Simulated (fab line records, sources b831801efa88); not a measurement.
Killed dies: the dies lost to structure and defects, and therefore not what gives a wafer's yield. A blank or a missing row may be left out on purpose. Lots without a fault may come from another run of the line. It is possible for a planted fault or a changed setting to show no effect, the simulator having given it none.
Struck lot and sound lot, side by side ; flow sky130 ; 14 steps out of a route of 708
Sound: wafers L350.1, L350.2, L350.5. Struck: wafers L340.2, L340.3, L340.6. The cause comes at the end.
Per side, at each step with rows, come the tool, then ch with its chambers, and then its first start. Under that, the readings that differ: sound wafers ; struck wafers ; difference of the means ; sigmas: that difference in standard deviations of wafers without a fault.
alike: readings whose means differ by less than 2 such deviations, and words and numbers that are the same on both sides. not compared: withheld readings, readings that some wafer has no value for, bounds like >300 that may hide the same value, and numbers for which the record gives no deviation and whose values overlap.
The two part at a step that has a row with sigmas, a row that says differs or no value, or rows on one side only. Numbers that don't overlap but have no deviation are shown without sigmas and don't part them. A reading that every wafer of one side lacks parts them only if that side has two wafers or more.

first, 3 steps without rows for these wafers: SKY_METAL2_CLEAN_22 (cleans in IPA, time 180 s); SKY_METAL2_CLEAN_23 (cleans in O3/DIW); SKY_VIA2_HDPCVD_00 (deposits SiO2, target thk 1180 nm, time 196.7 s).
SKY_VIA2_THK_MEAS_01:
  sound on filmMetro-04, day 40 23:49; struck on filmMetro-01, day 38 11:25
  alike: VIA2_HDPCVD_THK
SKY_VIA2_CMP_02: polishes SiO2.
  sound on cmp-02 ch 2,3, day 40 23:53; struck on cmp-01 ch 0,1,2, day 38 12:49
  alike: motorCurrentA, retainingRingPressureFrac
SKY_VIA2_BOW_MEAS_03:
  sound on filmMetro-01, day 41 00:11; struck on filmMetro-03, day 38 13:05
  alike: VIA2_BOW
then, 6 steps without rows for these wafers: SKY_VIA2_DEHYDRATE_04 (time 60 s); SKY_VIA2_HMDS_05 (prime time 60 s); SKY_VIA2_COAT_06 (resist thk 60 nm); SKY_VIA2_COAT_07 (resist thk 450 nm); SKY_VIA2_SOFTBAKE_08 (time 90 s); SKY_VIA2_EXPOSE_09 (exposes mask VIM2, target cd 200 nm).
SKY_VIA2_PEB_10:
  struck on lithoTrack-01, day 39 13:00; sound on lithoTrack-01 ch 0, day 41 22:00
reading;sound;struck;difference;sigmas
exhaustPa (Pa);46.0 46.0 45.5;- - -;no value on the struck wafers;
  not compared: chillPlateTempC
then, 1 step without rows for these wafers: SKY_VIA2_DEVELOP_11 (develop time 60 s).

WHERE THEY PART
Within this record, at SKY_VIA2_PEB_10 only.

WHY: whatever the simulator had introduced
Beginning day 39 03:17, the whole step at SKY_VIA2_PEB_10 was skipped on lithoTrack-01. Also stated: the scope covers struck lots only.
